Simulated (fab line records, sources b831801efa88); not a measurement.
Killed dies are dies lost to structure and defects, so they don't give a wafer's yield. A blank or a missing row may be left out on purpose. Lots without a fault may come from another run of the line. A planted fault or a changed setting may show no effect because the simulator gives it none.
fab line records | flow sky130
record lots=11 wafers=33 last_day=52
route steps=708 shown VIA2@521 METAL3@565 VIA3@582
lots that met no fault: from a run of the same line without faults
start_h: hours from the record's first day to the start of the lot's first wafer shown | wait_h: hours since the lot's step before | " the same as in the row above | L1.1+2: a row that stands for several wafers | - no value, or no start given | * or withheld: withheld | < > ~ a bound
route shown NAME@n: a module of which the file shows steps, and the number in the route of the first | usual: mean/standard deviation of fault-free wafers | same: alike in all rows | chamber/n: place in a boat | sites: the reading at each site | _std_site: their standard deviation | _edge_site: outer sites' mean less inner sites' | radius_mm: how far each site lies from the wafer's centre | mask NAME#n: copy n | behind: the tool/chamber that last shaped the wafer | hold: why the lot was held/for how many hours/how that ended | device: the transistor (n, p or np) that didn't switch | end of line: the same wafers' tests at the end of the route | a step without rows: its recipe alone | killed: dies lost to structure and defects at the first sort, not the wafer's yield | map: a wafer's dies, x killed, . not, _ none there
set.NAME: the setting as run; set.NAME@STEP: as run at that earlier step | model.NAME: the simulator's own value behind a step, which no gauge read
steps of the route over a sample of lots; a table a step, a row a wafer
services: from which hour (start_h, from the record's first day; less than 0 if before it) a tool's chamber was out of use, for how many hours, and why
## steps
# step SKY_VIA2_ETCH_14
# recipe chemistry=N2/H2 target=BARC ion_energy_ev=200 source_w=500 bias_w=100 pressure_mtorr=30 n2_flow_sccm=100 h2_flow_sccm=200 stop_on=SiO2 time_s=45.9 target_depth_a=600
# usual drypump_motor_current_A=5.4/0.49 oes_product_au=0.855/0.0048 throttle_valve_pct=13.224/0.0094
# columns lot.wafer tool chamber start_h wait_h drypump_motor_current_A oes_product_au rf_hours_counter_h throttle_valve_pct
L342.2 rie_diel-03 0 896.43 0.0 5.3 0.850 1 13.225
L342.4 " 1 " " 6.5 0.856 15 13.225
L342.5 " 0 " " 5.3 0.855 - 13.207
L343.2 rie_diel-03 0 906.80 0.0 5.3 0.851 2 13.226
L343.3 " 1 " " 6.5 0.858 15 13.234
L343.6 " 3 " " 6.3 0.857 - 13.222
L344.2 rie_diel-01 0 907.58 0.0 5.2 0.856 13 13.231
L344.4 " 3 " " 5.0 0.854 11 13.219
L344.6 " 2 " " 5.5 0.857 - 13.228
L345.1 rie_diel-01 3 910.25 0.0 5.0 0.854 11 13.229
L345.2 " 1 " " 5.8 0.856 24 13.230
L345.3 " 2 " " 5.5 0.851 18 13.221
L346.1 rie_diel-02 2 911.10 0.0 4.8 0.860 10 13.228
L346.2 " 1 " " 5.3 0.844 16 13.229
L346.4 " 0 " " 5.2 0.859 - 13.222
L349.2 rie_diel-01 1 911.68 0.0 5.8 0.846 24 13.217
L349.4 " 3 " " 5.0 0.853 11 13.244
L349.6 " 2 " " 5.5 0.854 - 13.206
L351.2 rie_diel-02 3 918.55 0.0 5.3 0.852 12 13.217
L351.3 " 0 " " 5.1 0.848 16 13.219
L351.6 " 0 " " 5.1 0.859 - 13.221
L352.2 rie_diel-03 3 918.90 0.0 6.3 0.854 26 13.227
L352.4 " 0 " " 5.3 0.854 2 13.230
L352.6 " 3 " " 6.3 0.856 - 13.220
L360.1 rie_diel-03 3 1054.05 0.0 6.3 0.850 30 13.222
L360.3 " 2 " " 4.9 0.852 15 13.240
L360.5 " 1 " " 6.4 0.858 - 13.214
L361.4 rie_diel-01 3 1055.90 0.0 5.0 0.848 - 13.229
L361.5 " 2 " " 5.5 0.848 - 13.232
L361.6 " 0 " " 5.2 0.849 - 13.233
L362.1 rie_diel-01 2 1059.30 0.0 5.4 0.856 24 13.225
L362.2 " 3 " " 5.0 0.848 15 13.231
L362.4 " 3 " " 5.0 0.851 - 13.228
# step SKY_METAL3_DESCUM_15
# recipe chemistry=O2 source_power_w=150 bias_power_w=0 pressure_mtorr=10 temp_c=40 time_s=8
# usual drypump_motor_current_A=5.4/0.34 oes_product_au=1.004/0.017
# columns lot.wafer tool chamber start_h wait_h drypump_motor_current_A oes_product_au rf_hours_counter_h
L342.2 rie_metal-01 0 949.77 0.0 5.0 1.011 2
L342.4 " 1 " " 5.3 1.024 -
L342.5 " 1 " " 5.3 1.012 -
L343.2 rie_metal-01 1 959.80 0.0 5.2 1.015 12
L343.3 " 0 " " 5.1 0.997 -
L343.6 " 0 " " 5.0 1.016 -
L344.2 rie_metal-03 0 960.45 0.0 5.7 1.010 12
L344.4 " 1 " " 5.0 0.981 -
L344.6 " 1 " " 5.0 0.979 -
L345.1 rie_metal-04 0 963.65 0.0 5.9 0.976 11
L345.2 " 1 " " 5.7 1.009 2
L345.3 " 0 " " 5.9 0.974 -
L346.1 rie_metal-01 0 964.35 0.0 5.1 1.004 3
L346.2 " 1 " " 5.2 1.015 13
L346.4 " 0 " " 5.1 1.006 -
L349.2 rie_metal-03 1 964.70 0.0 5.0 0.973 18
L349.4 " 1 " " 5.0 0.973 -
L349.6 " 1 " " 5.0 0.985 -
L351.2 rie_metal-01 1 972.55 0.0 5.3 1.017 14
L351.3 " 0 " " 5.1 0.996 -
L351.6 " 0 " " 5.1 0.996 -
L352.2 rie_metal-04 0 972.90 0.0 5.9 0.986 13
L352.4 " 0 " " 5.9 0.982 -
L352.6 " 1 " " 5.7 1.011 -
L360.1 rie_metal-04 0 1100.18 0.0 5.9 0.984 19
L360.3 " 1 " " 5.7 1.009 -
L360.5 " 1 " " 5.7 1.018 -
L361.4 rie_metal-04 0 1101.60 0.0 5.9 0.985 -
L361.5 " 1 " " 5.7 1.018 -
L361.6 " 0 " " 5.9 0.983 -
L362.1 rie_metal-03 0 1104.60 0.0 5.7 1.017 23
L362.2 " 1 " " 5.0 1.002 3
L362.4 " 0 " " 5.7 1.022 -
# step SKY_METAL3_ETCH_17
# recipe target=SiO2 stop_on=TiN chemistry=C4F8/O2/Ar source_w=1500 bias_w=1200 pressure_mtorr=40 c4f8_flow_sccm=withheld O2_flow_sccm=6 Ar_flow_sccm=300 time_s=3.9 target_depth_a=150
# usual oes_product_au=0.754/0.0069
# columns lot.wafer tool chamber start_h wait_h oes_product_au rf_hours_counter_h
L342.2 rie_diel-02 3 949.90 0.1 0.746 13
L342.4 " 0 " " 0.758 17
L342.5 " 2 " " 0.766 -
L343.2 rie_diel-01 1 959.93 0.1 0.749 26
L343.3 " 0 " " 0.752 16
L343.6 " 2 " " 0.755 -
L344.2 rie_diel-02 1 960.58 0.1 0.766 17
L344.4 " 2 " " 0.747 11
L344.6 " 1 " " 0.758 -
L345.1 rie_diel-02 0 963.78 0.1 0.750 17
L345.2 " 2 " " 0.754 11
L345.3 " 3 " " 0.752 13
L346.1 rie_diel-01 1 964.48 0.1 0.756 26
L346.2 " 0 " " 0.766 16
L346.4 " 1 " " 0.758 -
L349.2 rie_diel-02 1 964.83 0.1 0.749 17
L349.4 " 3 " " 0.745 13
L349.6 " 0 " " 0.749 -
L351.2 rie_diel-02 1 972.68 0.1 0.744 17
L351.3 " 3 " " 0.751 13
L351.6 " 2 " " 0.762 -
L352.2 rie_diel-01 2 973.03 0.1 0.736 21
L352.4 " 3 " " 0.758 12
L352.6 " 0 " " 0.754 -
L360.1 rie_diel-04 1 1100.31 0.1 0.767 16
L360.3 " 2 " " 0.750 7
L360.5 " 2 " " 0.756 -
L361.4 rie_diel-01 3 1101.72 0.0 0.767 17
L361.5 " 0 " " 0.758 -
L361.6 " 3 " " 0.760 -
L362.1 rie_diel-04 1 1104.73 0.1 0.753 16
L362.2 " 3 " " 0.754 15
L362.4 " 0 " " 0.754 6
# step SKY_VIA3_EXPOSE_09
# recipe mask_id=VIM3 na=0.8 source_shape=annular sigma_inner=0.55 sigma_outer=0.85 target_cd_nm=200 dose_mj=38
# columns lot.wafer tool chamber start_h wait_h mask
L342.2+4+5 krf_scanner-02 0 964.54 - VIM3#0
L343.2+3+6 krf_scanner-01 0 974.22 - VIM3#0
L344.2+4+6 krf_scanner-01 0 974.87 - VIM3#0
L345.1+2+3 krf_scanner-01 0 977.52 - VIM3#0
L346.1+2+4 krf_scanner-01 0 978.02 - VIM3#0
L349.2+4+6 krf_scanner-01 0 978.47 - VIM3#0
L351.2+3+6 krf_scanner-01 0 987.22 - VIM3#0
L352.2+4+6 krf_scanner-01 0 987.69 - VIM3#0
L360.1+3+5 krf_scanner-02 0 1112.22 - VIM3#0
L361.4+5+6 krf_scanner-02 0 1115.21 - VIM3#0
L362.1+2+4 krf_scanner-01 0 1118.15 - VIM3#0
# step SKY_VIA3_CD_MEAS_12
# recipe target_cd_nm=200
# usual cd_nm=200.4/1.2
# columns lot.wafer tool chamber start_h wait_h cd_nm
L342.2 cd_sem-01 - 976.74 - 203.5
L342.4 " - " " 200.9
L342.5 " - " " 202.3
L343.2 cd_sem-02 - 986.89 - 200.6
L343.3 " - " " 199.5
L343.6 " - " " 199.7
L344.2 cd_sem-01 - 988.04 - 200.8
L344.4 " - " " 200.5
L344.6 " - " " 199.3
L345.1 cd_sem-02 - 990.42 - 201.0
L345.2 " - " " 200.0
L345.3 " - " " 201.8
L346.1 cd_sem-01 - 990.77 - 201.2
L346.2 " - " " 199.6
L346.4 " - " " 200.2
L349.2 cd_sem-02 - 991.14 - 200.3
L349.4 " - " " 201.6
L349.6 " - " " 200.5
L351.2 cd_sem-02 - 999.89 - 200.8
L351.3 " - " " 200.9
L351.6 " - " " 192.7
L352.2 cd_sem-01 - 1000.29 - 199.8
L352.4 " - " " 192.2
L352.6 " - " " 192.2
L360.1 cd_sem-01 - 1123.57 - 198.4
L360.3 " - " " 199.4
L360.5 " - " " 199.5
L361.4 cd_sem-01 - 1125.83 - 200.1
L361.5 " - " " 199.6
L361.6 " - " " 198.0
L362.1 cd_sem-01 - 1128.17 - 200.1
L362.2 " - " " 200.9
L362.4 " - " " 199.5
## services
# columns tool chamber start_h hours kind
krf_scanner-01 - 881.08 1.0 repair
rie_metal-01 - 889.09 1.4 pm
rie_diel-02 3 901.48 1.9 repair
krf_scanner-01 - 903.39 1.3 pm
rie_metal-01 - 903.75 2.5 repair
rie_diel-02 3 906.77 8.7 repair
rie_diel-01 3 913.95 52.3 repair
rie_diel-02 - 915.31 0.6 repair
krf_scanner-02 - 916.88 0.8 pm
rie_diel-01 2 918.30 4.0 repair
krf_scanner-01 - 951.48 11.6 pm
rie_diel-03 1 957.67 6.3 repair
krf_scanner-01 - 964.44 1.0 pm
krf_scanner-01 - 965.44 0.8 pm
krf_scanner-01 - 966.19 3.6 pm
rie_metal-04 - 996.06 2.8 pm
rie_diel-03 2 1002.02 9.2 repair
rie_diel-01 1 1004.00 16.7 repair
rie_metal-01 - 1038.66 0.5 repair
rie_diel-01 - 1070.12 2.8 pm
krf_scanner-01 - 1079.29 1.3 pm
rie_metal-04 - 1082.36 14.6 pm
rie_diel-01 2 1104.72 2.4 repair
krf_scanner-01 - 1113.61 4.0 pm
## key
first_sign step=SKY_VIA3_CD_MEAS_12 reading=cd_nm direction=down sigmas=6.8 usual=200.4 struck=192.4
effect none on later readings
met_at SKY_VIA3_EXPOSE_09
struck_lots L351,L352
struck_wafers L351.6,L352.4,L352.6
not_acting_at SKY_VIA2_ETCH_14,SKY_METAL3_DESCUM_15,SKY_METAL3_ETCH_17
onset_between 978.47 987.22
fault kind=process_parameter_drift tool=krf_scanner-01 chamber=- onset_h=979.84 steps=SKY_VIA3_EXPOSE_09 channel=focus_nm offset=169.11 shape=step end_h=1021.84 scope=struck_wafers_only
